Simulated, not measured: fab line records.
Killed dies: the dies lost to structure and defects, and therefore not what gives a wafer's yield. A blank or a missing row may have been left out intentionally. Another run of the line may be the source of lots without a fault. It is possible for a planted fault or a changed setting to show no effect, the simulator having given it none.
Which tool did it? || flow sky130 || Sampling: 12 lots, 36 wafers, 3 of 708 route steps

## WHAT THE GAUGES READ, wafer by wafer
SKY_CAP2M_RS_MEAS_03: a four-point-probe measurement.
{"lot": "L950", "measured": "day 39 12:10", "on": "filmMetro-01", "CAP2M_TIN_RS (ohm/sq)": "6.86 7.00 6.95"}
{"lot": "L954", "measured": "day 44 02:43", "on": "filmMetro-01", "CAP2M_TIN_RS (ohm/sq)": "6.73 6.85 6.86"}
{"lot": "L959", "measured": "day 44 05:01", "on": "filmMetro-01", "CAP2M_TIN_RS (ohm/sq)": "6.97 6.82 6.98"}
{"lot": "L957", "measured": "day 44 06:05", "on": "filmMetro-01", "CAP2M_TIN_RS (ohm/sq)": "6.86 6.74 6.86"}
{"lot": "L958", "measured": "day 44 06:49", "on": "filmMetro-01", "CAP2M_TIN_RS (ohm/sq)": "6.78 6.76 6.82"}
{"lot": "L962", "measured": "day 44 07:39", "on": "filmMetro-02", "CAP2M_TIN_RS (ohm/sq)": "6.86 6.85 6.87"}
{"lot": "L963", "measured": "day 44 11:31", "on": "filmMetro-01", "CAP2M_TIN_RS (ohm/sq)": "6.75 6.90 6.90"}
{"lot": "L967", "measured": "day 44 12:48", "on": "filmMetro-01", "CAP2M_TIN_RS (ohm/sq)": "6.89 6.91 6.90"}
{"lot": "L965", "measured": "day 44 13:07", "on": "filmMetro-02", "CAP2M_TIN_RS (ohm/sq)": "6.72 6.86 6.70"}
{"lot": "L969", "measured": "day 44 21:02", "on": "filmMetro-02", "CAP2M_TIN_RS (ohm/sq)": "7.06 6.84 7.11"}
{"lot": "L971", "measured": "day 45 00:21", "on": "filmMetro-01", "CAP2M_TIN_RS (ohm/sq)": "6.83 6.86 6.80"}
{"lot": "L973", "measured": "day 45 22:16", "on": "filmMetro-01", "CAP2M_TIN_RS (ohm/sq)": "6.83 7.08 6.83"}

## EACH LOT AND THE TOOL THAT RAN IT (in order: tool; ch and the chambers of the sampled wafers; start)
{"lot": "L950", "SKY_VIA3_STRIP_16": "plasmaAsher-03 ch 0,1, day 39 10:34", "SKY_METAL4_SPUTTER_04": "pvdSputter-04, day 39 11:56"}
{"lot": "L954", "SKY_VIA3_STRIP_16": "plasmaAsher-04 ch 0,1, day 44 01:04", "SKY_METAL4_SPUTTER_04": "pvdSputter-01, day 44 02:29"}
{"lot": "L959", "SKY_VIA3_STRIP_16": "plasmaAsher-04 ch 0,1, day 44 03:25", "SKY_METAL4_SPUTTER_04": "pvdSputter-01, day 44 04:47"}
{"lot": "L957", "SKY_VIA3_STRIP_16": "plasmaAsher-03 ch 0,1, day 44 04:24", "SKY_METAL4_SPUTTER_04": "pvdSputter-01, day 44 05:50"}
{"lot": "L958", "SKY_VIA3_STRIP_16": "plasmaAsher-04 ch 0, day 44 05:13", "SKY_METAL4_SPUTTER_04": "pvdSputter-01, day 44 06:34"}
{"lot": "L962", "SKY_VIA3_STRIP_16": "plasmaAsher-02 ch 0,1, day 44 06:03", "SKY_METAL4_SPUTTER_04": "pvdSputter-04, day 44 07:25"}
{"lot": "L963", "SKY_VIA3_STRIP_16": "plasmaAsher-02 ch 0,1, day 44 09:54", "SKY_METAL4_SPUTTER_04": "pvdSputter-01, day 44 11:16"}
{"lot": "L967", "SKY_VIA3_STRIP_16": "plasmaAsher-02 ch 0,1, day 44 11:10", "SKY_METAL4_SPUTTER_04": "pvdSputter-04, day 44 12:34"}
{"lot": "L965", "SKY_VIA3_STRIP_16": "plasmaAsher-03 ch 0,1, day 44 11:31", "SKY_METAL4_SPUTTER_04": "pvdSputter-01, day 44 12:52"}
{"lot": "L969", "SKY_VIA3_STRIP_16": "plasmaAsher-03 ch 0,1, day 44 19:25", "SKY_METAL4_SPUTTER_04": "pvdSputter-01, day 44 20:47"}
{"lot": "L971", "SKY_VIA3_STRIP_16": "plasmaAsher-03 ch 0,1, day 44 22:43", "SKY_METAL4_SPUTTER_04": "pvdSputter-01, day 45 00:07"}
{"lot": "L973", "SKY_VIA3_STRIP_16": "plasmaAsher-02 ch 0,1, day 45 20:36", "SKY_METAL4_SPUTTER_04": "pvdSputter-02, day 45 21:59"}
- SKY_VIA3_STRIP_16: strips in O2/N2.
- SKY_METAL4_SPUTTER_04: material TiN, target thk 70 nm, time 58.3 s.

## AS READ BY THE TOOLS THEMSELVES (means over the sampled wafers that have a number; for cases with no such wafer, the mark the record gives instead)
SKY_VIA3_STRIP_16.
{"lot": "L950", "tool": "plasmaAsher-03", "drypumpMotorCurrentA (A)": 5.2, "oesProductAu (a.u.)": 0.405, "stripTimeToEndpointS (s)": 4.16}
{"lot": "L954", "tool": "plasmaAsher-04", "drypumpMotorCurrentA (A)": 5.7, "oesProductAu (a.u.)": 0.409, "stripTimeToEndpointS (s)": 4.14}
{"lot": "L959", "tool": "plasmaAsher-04", "drypumpMotorCurrentA (A)": 6.1, "oesProductAu (a.u.)": 0.401, "stripTimeToEndpointS (s)": 4.13}
{"lot": "L957", "tool": "plasmaAsher-03", "drypumpMotorCurrentA (A)": 5.2, "oesProductAu (a.u.)": 0.404, "stripTimeToEndpointS (s)": 4.14}
{"lot": "L958", "tool": "plasmaAsher-04", "drypumpMotorCurrentA (A)": 5.2, "oesProductAu (a.u.)": 0.405, "stripTimeToEndpointS (s)": 4.15}
{"lot": "L962", "tool": "plasmaAsher-02", "drypumpMotorCurrentA (A)": 6.3, "oesProductAu (a.u.)": 0.400, "stripTimeToEndpointS (s)": 4.15}
{"lot": "L963", "tool": "plasmaAsher-02", "drypumpMotorCurrentA (A)": 6.3, "oesProductAu (a.u.)": 0.401, "stripTimeToEndpointS (s)": 4.13}
{"lot": "L967", "tool": "plasmaAsher-02", "drypumpMotorCurrentA (A)": 6.3, "oesProductAu (a.u.)": 0.403, "stripTimeToEndpointS (s)": 4.13}
{"lot": "L965", "tool": "plasmaAsher-03", "drypumpMotorCurrentA (A)": 5.5, "oesProductAu (a.u.)": 0.397, "stripTimeToEndpointS (s)": 4.15}
{"lot": "L969", "tool": "plasmaAsher-03", "drypumpMotorCurrentA (A)": 5.5, "oesProductAu (a.u.)": 0.407, "stripTimeToEndpointS (s)": 4.12}
{"lot": "L971", "tool": "plasmaAsher-03", "drypumpMotorCurrentA (A)": 5.2, "oesProductAu (a.u.)": 0.402, "stripTimeToEndpointS (s)": 4.16}
{"lot": "L973", "tool": "plasmaAsher-02", "drypumpMotorCurrentA (A)": 6.2, "oesProductAu (a.u.)": 0.393, "stripTimeToEndpointS (s)": 4.10}

SKY_METAL4_SPUTTER_04.
{"lot": "L950", "tool": "pvdSputter-04", "throttleValvePct (%)": 29.3}
{"lot": "L954", "tool": "pvdSputter-01", "throttleValvePct (%)": 29.4}
{"lot": "L959", "tool": "pvdSputter-01", "throttleValvePct (%)": 28.5}
{"lot": "L957", "tool": "pvdSputter-01", "throttleValvePct (%)": 29.4}
{"lot": "L958", "tool": "pvdSputter-01", "throttleValvePct (%)": 29.9}
{"lot": "L962", "tool": "pvdSputter-04", "throttleValvePct (%)": 29.5}
{"lot": "L963", "tool": "pvdSputter-01", "throttleValvePct (%)": 29.2}
{"lot": "L967", "tool": "pvdSputter-04", "throttleValvePct (%)": 30.1}
{"lot": "L965", "tool": "pvdSputter-01", "throttleValvePct (%)": 29.3}
{"lot": "L969", "tool": "pvdSputter-01", "throttleValvePct (%)": 30.0}
{"lot": "L971", "tool": "pvdSputter-01", "throttleValvePct (%)": 29.3}
{"lot": "L973", "tool": "pvdSputter-02", "throttleValvePct (%)": 31.0}

## THE ANSWER, worked out from the rows above alone
Rule: the usual values come from the lots themselves. The widest of any qualifying gaps counts: lots, ordered by their means at a reading, are off when they make up no more than a third of the lots, leave a main group of 4 or more, and stand apart from it by 3 or more times the standard deviation of that group's means. If all means in a main group match to the digits the tables above print for the reading, that group is not used. A lot without any number at a reading at which 4 lots or more have one is off too. The other lots that the step has rows for count as sound. First the gauges in route order, then the tools' own readings, where a lot's mean is used as printed above. The first step at which some lot is off is used, and at that step the reading that is off furthest; a lot without a number counts as furthest.
No lot is off on any of the readings shown, so nothing can be concluded from this.

## WHAT WAS PUT IN BY THE SIMULATOR
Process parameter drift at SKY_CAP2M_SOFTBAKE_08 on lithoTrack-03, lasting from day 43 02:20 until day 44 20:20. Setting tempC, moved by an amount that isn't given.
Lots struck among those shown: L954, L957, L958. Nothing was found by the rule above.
